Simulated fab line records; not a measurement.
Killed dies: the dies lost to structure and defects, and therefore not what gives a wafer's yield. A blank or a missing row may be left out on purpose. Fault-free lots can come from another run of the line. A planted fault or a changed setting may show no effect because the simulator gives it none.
One fault through the eyes of 2 desks :: flow sky130 :: each desk holds nothing but its own numbers, with what lay behind them at the end

## TOOL OWNER'S DESK, rie-metal-03
The tool's own readings at SKY_METAL5_METAL_ETCH_15 (etches the open film in Cl2/BCl3, stops on SiO2, target depth 1260 nm, time 252 s): means of the sampled wafers that have a number, for each lot that ran on this tool. Marked OUT: a lot whose mean sits more than 4 standard deviations from the usual mean, which makes it out of limits; the brackets give that distance.
Columns: A = drypump-motor-current-A at SKY_METAL5_METAL_ETCH_15, usual 5.88 A; B = oes-product-au at SKY_METAL5_METAL_ETCH_15, usual 0.894 a.u.; C = rf-fwd-power-W at SKY_METAL5_METAL_ETCH_15, usual 897.7 W; D = throttle-valve-pct at SKY_METAL5_METAL_ETCH_15, usual 22.263 %
lot: L590
first seen here: day 43 21:02
A: 5.96
B: 0.893
C: 892.8
D: 22.254

lot: L592
first seen here: day 44 08:33
A: 5.62
B: 0.894
C: 898.5
D: 22.265

lot: L593
first seen here: day 44 19:54
A: 5.85
B: 0.895
C: 899.5
D: 22.257

lot: L602
first seen here: day 47 05:19
A: 5.74
B: 0.836 (-11) OUT
C: 899.1
D: 22.264

lot: L603
first seen here: day 47 11:25
A: 5.74
B: 0.833 (-11) OUT
C: 900.6
D: 22.263
This desk's finding: out of limits on L602, L603; first on L602, day 47 05:19 (oes-product-au at SKY_METAL5_METAL_ETCH_15). L590, L592, L593: within limits.

## METROLOGY DESK
What the gauges read, lot by lot, whatever tool the lot ran on: means of the sampled wafers that have a number. Marked OUT: a lot whose mean sits more than 4 standard deviations from the usual mean, which makes it out of limits; the brackets give that distance.
Columns: A = VIA4_OVL at SKY_VIA4_OVL_MEAS_11, usual -0.9 nm; B = METAL5_ALCU_THK at SKY_METAL5_THK_MEAS_06, usual 1151 nm; C = PASSIVATION_CVD_02_THK at SKY_PASSIVATION_THK_MEAS_03, usual 542 nm
lot: L590
first seen here: day 42 20:47
A: 0.7
B: 1155
C: 533

lot: L591
first seen here: day 43 07:31
A: -1.2
B: 1143
C: 543

lot: L592
first seen here: day 43 08:37
A: -0.8
B: 1148
C: 546

lot: L593
first seen here: day 43 20:13
A: -1.6
B: 1130
C: 538

lot: L594
first seen here: day 44 04:13
A: -0.3
B: 1157
C: 540

lot: L595
first seen here: day 44 10:29
A: -2.8
B: 1141
C: 545

lot: L599
first seen here: day 45 21:19
A: -2.7
B: 1147
C: 542

lot: L602
first seen here: day 46 06:53
A: -2.3
B: 1113
C: 544

lot: L603
first seen here: day 46 15:05
A: -0.6
B: 1166
C: 538

lot: L609
first seen here: day 47 16:53
A: -1.2
B: 1158
C: 541

lot: L612
first seen here: day 48 06:32
A: -1.0
B: 1155
C: 544
Result from this desk: across the 11 lots, nothing is out of limits.

## BROUGHT TOGETHER
An alarm could have come from the tool owner's desk at day 47 05:19, on L602, L603.
From the metrology desk's view, nothing was out of limits.
The metrology desk has L602, L603 on record, within its limits.
SKY_METAL5_METAL_ETCH_15 was run on rie-metal-03 by each of the lots named.

## WHAT THE SIMULATOR HAD INSERTED
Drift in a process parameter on rie-metal-03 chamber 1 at SKY_METAL5_METAL_ETCH_15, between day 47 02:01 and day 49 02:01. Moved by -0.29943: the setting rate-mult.
Lots struck among those shown: L602, L603.
Time in hours from fault onset to the first out-of-limits reading at each desk: the tool owner's desk, 3.
